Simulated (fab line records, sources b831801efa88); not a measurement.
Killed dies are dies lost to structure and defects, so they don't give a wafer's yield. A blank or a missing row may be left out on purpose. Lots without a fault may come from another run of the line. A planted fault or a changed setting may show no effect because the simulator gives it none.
Which tool did it? | flow sky130 | 15 lots, 45 wafers sampled, at 2 steps of a route of 708

WHAT THE GAUGES READ, wafer by wafer
SKY_VT_ADJUST_LVTN_TW_MEAS_21. Usual: VT_ADJUST_LVTN_2_TW 188.3, standard deviation 3.
lot  | measured     | on            | VT_ADJUST_LVTN_2_TW | flag
L915 | day 7 19:15  | film_metro-03 | 187.0 186.7 187.8   |
L916 | day 8 01:33  | film_metro-01 | 187.8 188.1 187.9   |
L920 | day 9 07:35  | film_metro-04 | 192.5 192.0 192.4   |
L921 | day 9 09:12  | film_metro-01 | 186.9 188.1 186.5   |
L926 | day 10 23:37 | film_metro-01 | 29.9 30.0 30.2      | OFF
L927 | day 11 01:02 | film_metro-04 | 30.7 30.8 30.8      | OFF
L928 | day 11 10:58 | film_metro-04 | 30.8 30.7 30.8      | OFF
L931 | day 12 13:41 | film_metro-01 | 187.7 187.9 187.8   |
L932 | day 12 20:34 | film_metro-03 | 184.3 184.7 185.4   |
L933 | day 12 22:41 | film_metro-04 | 190.9 190.6 191.0   |
L934 | day 13 09:16 | film_metro-04 | 190.0 190.8 190.6   |
L935 | day 13 15:50 | film_metro-04 | 191.2 190.8 190.4   |
L936 | day 13 21:49 | film_metro-04 | 191.3 190.7 189.7   |
L937 | day 14 01:30 | film_metro-03 | 183.2 184.1 183.7   |
L938 | day 14 08:57 | film_metro-03 | 184.4 184.5 184.0   |

WHICH TOOL RAN EACH LOT (tool, then ch and the chambers of the sampled wafers, then the start)
lot  | SKY_VT_ADJUST_LVTN_IMPLANT_19
L915 | implanter-01 ch 0, day 7 19:01
L916 | implanter-04 ch 0, day 8 01:19
L920 | implanter-04 ch 0, day 9 07:20
L921 | implanter-04 ch 0, day 9 09:00
L926 | implanter-01, day 10 23:22
L927 | implanter-04, day 11 00:48
L928 | implanter-04, day 11 10:43
L931 | implanter-02 ch 0, day 12 13:27
L932 | implanter-02 ch 0, day 12 20:19
L933 | implanter-01 ch 0, day 12 22:26
L934 | implanter-02 ch 0, day 13 09:01
L935 | implanter-01 ch 0, day 13 15:35
L936 | implanter-02 ch 0, day 13 21:34
L937 | implanter-01 ch 0, day 14 01:18
L938 | implanter-02 ch 0, day 14 08:45
- SKY_VT_ADJUST_LVTN_IMPLANT_19

WHAT THE TOOLS THEMSELVES READ (means of the sampled wafers that have a number; where no wafer has one, the mark that the record gives instead)
SKY_VT_ADJUST_LVTN_IMPLANT_19. Usual: beam_energy_keV 29.999, standard deviation 0.0084; beam_on_s 10.01 s, standard deviation 0.2; end_station_pressure_torr 5e-06 Torr, standard deviation 2.7e-07.
lot  | tool         | beam_energy_keV | beam_on_s (s) | end_station_pressure_torr (Torr) | flag
L915 | implanter-01 | 29.997          | 9.97          | 5e-06                            |
L916 | implanter-04 | 29.997          | 9.95          | 5e-06                            |
L920 | implanter-04 | 29.988          | 9.86          | 5e-06                            |
L921 | implanter-04 | 29.992          | 9.78          | 5e-06                            |
L926 | implanter-01 | -               | -             | -                                | OFF
L927 | implanter-04 | -               | -             | -                                | OFF
L928 | implanter-04 | -               | -             | -                                | OFF
L931 | implanter-02 | 30.008          | 10.19         | 5e-06                            |
L932 | implanter-02 | 30.007          | 10.10         | 5e-06                            |
L933 | implanter-01 | 29.996          | 10.03         | 5e-06                            |
L934 | implanter-02 | 30.002          | 10.09         | 5e-06                            |
L935 | implanter-01 | 29.995          | 10.06         | 5e-06                            |
L936 | implanter-02 | 29.998          | 9.92          | 5e-06                            |
L937 | implanter-01 | 29.995          | 9.93          | 5e-06                            |
L938 | implanter-02 | 30.003          | 10.08         | 5e-06                            |

THE ANSWER, worked out from the rows above alone
Rule: a lot is off if the mean of its wafers that have a number lies more than 3 standard deviations from the usual mean. A lot without any number at a reading at which 4 lots or more have one is off too. The other lots that the step has rows for count as sound. The gauges are gone through in route order, then the tools' own readings, and for those a lot's mean is taken as printed above. The first step at which some lot is off is used, and at that step the reading that is off furthest; a lot without a number counts as furthest.
Off: L926, L927, L928, at SKY_VT_ADJUST_LVTN_TW_MEAS_21 (VT_ADJUST_LVTN_2_TW).
A tool fits if, at a process step before that reading, it ran every lot that is off, and no sound lot after the first of them. The gauges at SKY_VT_ADJUST_LVTN_TW_MEAS_21 aren't tried: what is off there is off at SKY_VT_ADJUST_LVTN_IMPLANT_19 too, on other tools, and a gauge's error can't cause that. None of those tried fits.

WHAT THE SIMULATOR HAD PUT IN
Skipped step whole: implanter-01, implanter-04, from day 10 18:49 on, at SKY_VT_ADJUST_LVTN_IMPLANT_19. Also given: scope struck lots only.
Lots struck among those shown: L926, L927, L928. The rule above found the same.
